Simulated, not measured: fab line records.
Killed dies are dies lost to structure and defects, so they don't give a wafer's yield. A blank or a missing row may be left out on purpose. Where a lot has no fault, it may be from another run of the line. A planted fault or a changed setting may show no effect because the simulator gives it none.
Which tool was responsible? -- flow sky130 -- 9 lots, 27 wafers sampled, at 6 steps of a route of 708

## WHAT THE GAUGES READ, wafer by wafer
SKY_METAL5_RS_MEAS_05: uses a four-point probe to measure. Usual: METAL5_ALCU_RS typically reads 0.0270 ohm/sq, with standard deviation 0.00036.
lot,measured,on,METAL5_ALCU_RS (ohm/sq),flag
L634,day 43 00:02,film metro-03,0.0274 0.0274 0.0277,
L637,day 43 21:21,film metro-03,0.0270 0.0268 0.0263,
L639,day 44 13:29,film metro-04,0.0273 0.0272 0.0266,
L640,day 45 03:19,film metro-04,0.0274 0.0275 0.0266,
L641,day 45 04:13,film metro-02,0.0268 0.0269 0.0266,
L651,day 47 10:14,film metro-03,0.0267 0.0269 0.0555 0.0267 0.0268 0.0554,OFF
L652,day 47 18:35,film metro-03,0.0272 0.0269 0.0275,
L654,day 48 05:04,film metro-04,0.0274 0.0274 0.0276,
L657,day 49 02:14,film metro-03,0.0272 0.0268 0.0274,

SKY_METAL5_THK_MEAS_06: measures by xrf. Usual: METAL5_ALCU_THK typically reads 1165 nm, with standard deviation 17.
lot,measured,on,METAL5_ALCU_THK (nm),flag
L634,day 43 00:10,film metro-03,1143 1145 1131,
L637,day 43 21:28,film metro-03,1162 1164 1183,
L639,day 44 13:37,film metro-04,1168 1163 1201,
L640,day 45 03:26,film metro-04,1162 1163 1200,
L641,day 45 04:20,film metro-02,1176 1174 1187,
L651,day 47 13:49,film metro-03,1174 1159 564 1170 1164 564,OFF
L652,day 47 18:42,film metro-03,1145 1161 1137,
L654,day 48 05:11,film metro-04,1166 1146 1148,
L657,day 49 02:20,film metro-03,1145 1173 1148,

## EACH LOT AND THE TOOL THAT RAN IT (in order: tool; ch and the chambers of the sampled wafers; start)
lot,SKY_METAL4_ETCH_17,SKY_VIA4_STRIP_13,SKY_VIA4_SPUTTER_17,SKY_METAL5_SPUTTER_02
L634,"rie diel-01 ch 0,2,3, day 41 21:09","plasma asher-02 ch 0,1, day 42 22:35","pvd sputter-03, day 42 23:11","pvd sputter-01, day 42 23:55"
L637,"rie diel-01 ch 1,3, day 42 19:22","plasma asher-03 ch 0, day 43 19:50","pvd sputter-03, day 43 20:28","pvd sputter-04, day 43 21:13"
L639,"rie diel-03 ch 2,3, day 43 12:10","plasma asher-03 ch 0, day 44 12:02","pvd sputter-03, day 44 12:38","pvd sputter-01, day 44 13:22"
L640,"rie diel-02 ch 0,2,3, day 44 01:43","plasma asher-03 ch 0,1, day 45 01:43","pvd sputter-01, day 45 02:18","pvd sputter-01, day 45 03:12"
L641,"rie diel-02 ch 1,2,3, day 44 02:33","plasma asher-04 ch 0,1, day 45 02:14","pvd sputter-04, day 45 02:49","pvd sputter-04, day 45 04:06"
L651,"rie diel-01 ch 0,1,2, day 46 10:54","plasma asher-04 ch 0,1, day 47 08:44","pvd sputter-03, day 47 09:22","pvd sputter-04, day 47 10:07"
L652,"rie diel-01 ch 0,2,3, day 46 19:52","plasma asher-04 ch 0,1, day 47 17:08","pvd sputter-01, day 47 17:44","pvd sputter-02, day 47 18:28"
L654,"rie diel-02 ch 1,2, day 47 06:38","plasma asher-03 ch 0,1, day 48 03:29","pvd sputter-01, day 48 04:08","pvd sputter-02, day 48 04:57"
L657,"rie diel-01 ch 0,3, day 48 04:55","plasma asher-04 ch 0,1, day 49 00:46","pvd sputter-03, day 49 01:20","pvd sputter-01, day 49 02:05"
- SKY_METAL4_ETCH_17: etches SiO2 in C4F8/O2/Ar, stops on TiN, time 3.9 s, target depth 15 nm.
- SKY_VIA4_STRIP_13: strips in O2/N2.
- SKY_VIA4_SPUTTER_17: material TiN, target thk 20 nm, time 80 s.
- SKY_METAL5_SPUTTER_02: material AlCu, target thk 1150 nm, time 61.2 s.

## WHAT THE TOOLS THEMSELVES READ (means of the sampled wafers that have a number; where no wafer has one, the mark that the record gives instead)
SKY_METAL4_ETCH_17. Usual: oes product au at 0.755 a.u., with a standard deviation of 0.0073.
lot,tool,oes product au (a.u.),flag
L634,rie diel-01,0.754,
L637,rie diel-01,0.761,
L639,rie diel-03,0.755,
L640,rie diel-02,0.754,
L641,rie diel-02,0.764,
L651,rie diel-01,0.759,
L652,rie diel-01,0.754,
L654,rie diel-02,0.754,
L657,rie diel-01,0.751,

SKY_VIA4_STRIP_13. Usual: drypump motor current A 6.0 A, standard deviation 0.3; oes product au 0.709 a.u., standard deviation 0.0044; strip time to endpoint s 12.81 s, standard deviation 0.033.
lot,tool,drypump motor current A (A),oes product au (a.u.),strip time to endpoint s (s),flag
L634,plasma asher-02,5.6,0.705,12.85,
L637,plasma asher-03,5.9,0.714,12.81,
L639,plasma asher-03,5.9,0.711,12.78,
L640,plasma asher-03,6.0,0.714,12.75,
L641,plasma asher-04,6.0,0.709,12.80,
L651,plasma asher-04,6.0,0.709,12.87,
L652,plasma asher-04,6.1,0.709,12.83,
L654,plasma asher-03,6.3,0.707,12.85,
L657,plasma asher-04,6.1,0.715,12.80,

SKY_VIA4_SPUTTER_17. Usual: cathode dc power W 4000.0 W, standard deviation 0.68; throttle valve pct 30.0 %, standard deviation 1.2.
lot,tool,cathode dc power W (W),throttle valve pct (%),flag
L634,pvd sputter-03,4000.7,30.8,
L637,pvd sputter-03,3999.8,30.3,
L639,pvd sputter-03,4000.4,29.9,
L640,pvd sputter-01,4000.5,30.6,
L641,pvd sputter-04,4000.4,29.9,
L651,pvd sputter-03,3999.9,30.3,
L652,pvd sputter-01,4000.2,30.5,
L654,pvd sputter-01,4000.3,29.7,
L657,pvd sputter-03,3999.9,30.3,

SKY_METAL5_SPUTTER_02. Usual: cathode dc power W 10600 W, standard deviation 2.2; throttle valve pct 29.6 %, standard deviation 1.2.
lot,tool,cathode dc power W (W),throttle valve pct (%),flag
L634,pvd sputter-01,10600,30.5,
L637,pvd sputter-04,10600,30.3,
L639,pvd sputter-01,10600,31.0,
L640,pvd sputter-01,10601,30.8,
L641,pvd sputter-04,10600,30.1,
L651,pvd sputter-04,10599,29.8,
L652,pvd sputter-02,10599,29.0,
L654,pvd sputter-02,10602,28.8,
L657,pvd sputter-01,10599,28.4,

## THE ANSWER, worked out from the rows above alone
Rule: a lot counts as off when the mean over its wafers that have a number is more than 3 standard deviations away from the usual mean. Also off: a lot with no number at a reading for which 4 or more lots have one. Any other lot the step has rows for is counted as sound. Order of review: gauges by route order, followed by the tools' own readings, for which a lot's mean as printed above is used. At the first step where some lot is off, the reading lying furthest off is the one used; lots without a number count as furthest.
Off: L651, seen at SKY_METAL5_RS_MEAS_05 (METAL5_ALCU_RS).
If a tool, at a process step before that reading, ran all the lots that are off and no sound lot after the first of them, it fits. Those tools and the gauges at SKY_METAL5_RS_MEAS_05 are tried in the same way. One fits: SKY_METAL5_SPUTTER_02 on pvd sputter-04. Its last sound lot is L641 (day 45 04:06), its first lot that is off L651 (day 47 10:07): a fault that began between those two fits.

## WHAT THE SIMULATOR HAD PUT IN
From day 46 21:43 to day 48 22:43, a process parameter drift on pvd sputter-04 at SKY_METAL5_SPUTTER_02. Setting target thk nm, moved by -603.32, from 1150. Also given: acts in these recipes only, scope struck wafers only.
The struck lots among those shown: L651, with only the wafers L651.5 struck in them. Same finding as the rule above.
